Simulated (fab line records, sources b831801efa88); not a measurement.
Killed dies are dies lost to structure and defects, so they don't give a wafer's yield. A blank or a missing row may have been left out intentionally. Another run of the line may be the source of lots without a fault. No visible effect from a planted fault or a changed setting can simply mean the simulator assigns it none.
Struck lot and sound lot, side by side    flow gf180mcu    15 steps out of a route of 602
Sound: the wafers L261.1, L261.2, L261.5. Wafers L271.3, L271.4, L271.6 were the ones struck. The cause is named last.
At each step with rows: each side's tool, then ch and its chambers, then its first start. Under that, the readings that differ: sound wafers    struck wafers    difference of the means    sigmas: that difference in standard deviations of wafers without a fault.
alike: a reading whose means differ by less than 2 such deviations, as well as words and numbers matching on both sides. not compared: withheld readings; readings where some wafer has no value; bounds like >300 that might hide an equal value; numbers whose values overlap and for which the record gives no deviation.
Wherever a step has rows on one side only, a row that says differs or no value, or a row with sigmas, the two part there. When numbers do not overlap yet have no deviation, they are printed without sigmas and do not part them. A reading missing from all wafers of one side parts the sides only when that side holds two or more wafers.

GF_VT_IMPLANT_OVL_MEAS_18:
  sound on overlay-01, day 6 05:16; struck on overlay-02, day 8 22:50
  alike: VT_IMPLANT_01_OVL
next, for these wafers, 1 step has no rows: GF_VT_IMPLANT_IMPLANT_19.
GF_VT_IMPLANT_STRIP_20: strips in O2/N2.
  sound on plasmaAsher-04 ch 0,1, day 6 05:27; struck on plasmaAsher-04 ch 0,1, day 8 23:02
  alike: drypumpMotorCurrentA, heaterPowerW, oesProductAu, stripTimeToEndpointS
  not compared: rfHoursCounterH
GF_VT_IMPLANT_TW_MEAS_21:
  sound on filmMetro-01, day 6 05:33; struck on filmMetro-03, day 8 23:07
  alike: VT_IMPLANT_2_TW
then, 7 steps without rows for these wafers: GF_VT_IMPLANT_DEHYDRATE_22 (time 60 s); GF_VT_IMPLANT_HMDS_23 (prime time 60 s); GF_VT_IMPLANT_COAT_24 (resist thk 1000 nm); GF_VT_IMPLANT_SOFTBAKE_25 (time 60 s); GF_VT_IMPLANT_EXPOSE_26 (exposes mask LVPWELL HV AREA, target cd 860 nm); GF_VT_IMPLANT_PEB_27; GF_VT_IMPLANT_DEVELOP_28 (develop time 60 s).
GF_VT_IMPLANT_OVL_MEAS_29:
  sound on overlay-02, day 6 20:16; struck on overlay-02, day 9 16:13
  alike: VT_IMPLANT_02_OVL
GF_VT_IMPLANT_IMPLANT_30:
  sound on implanter-04 ch 0, day 6 20:19; struck on implanter-04 ch 0, day 9 16:17
reading                   sound                 struck                difference  sigmas
beamEnergyKeV             25.002 24.990 25.004  25.691 25.686 25.700  +0.694      +87
model.implant.drpNm (nm)  35.62 35.62 35.62     36.78 36.78 36.78     +1.16       
  alike: doseIonsCm2
GF_VT_IMPLANT_STRIP_31: strips in O2/N2.
  sound on plasmaAsher-03 ch 0,1, day 6 20:28; struck on plasmaAsher-04 ch 0,1, day 9 16:25
  alike: drypumpMotorCurrentA, heaterPowerW, oesProductAu, stripTimeToEndpointS
  not compared: rfHoursCounterH
next, for these wafers, 1 step has no rows: GF_PASSIVATION_PROBE_99.

WHERE THEY PART
At GF_VT_IMPLANT_IMPLANT_30 and nowhere else, as far as this record goes. Later steps at which nothing parts them and some readings are alike: GF_VT_IMPLANT_STRIP_31.

WHY: whatever the simulator had introduced
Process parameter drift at GF_VT_IMPLANT_IMPLANT_30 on implanter-04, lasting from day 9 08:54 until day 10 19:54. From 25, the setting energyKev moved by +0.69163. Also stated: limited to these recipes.
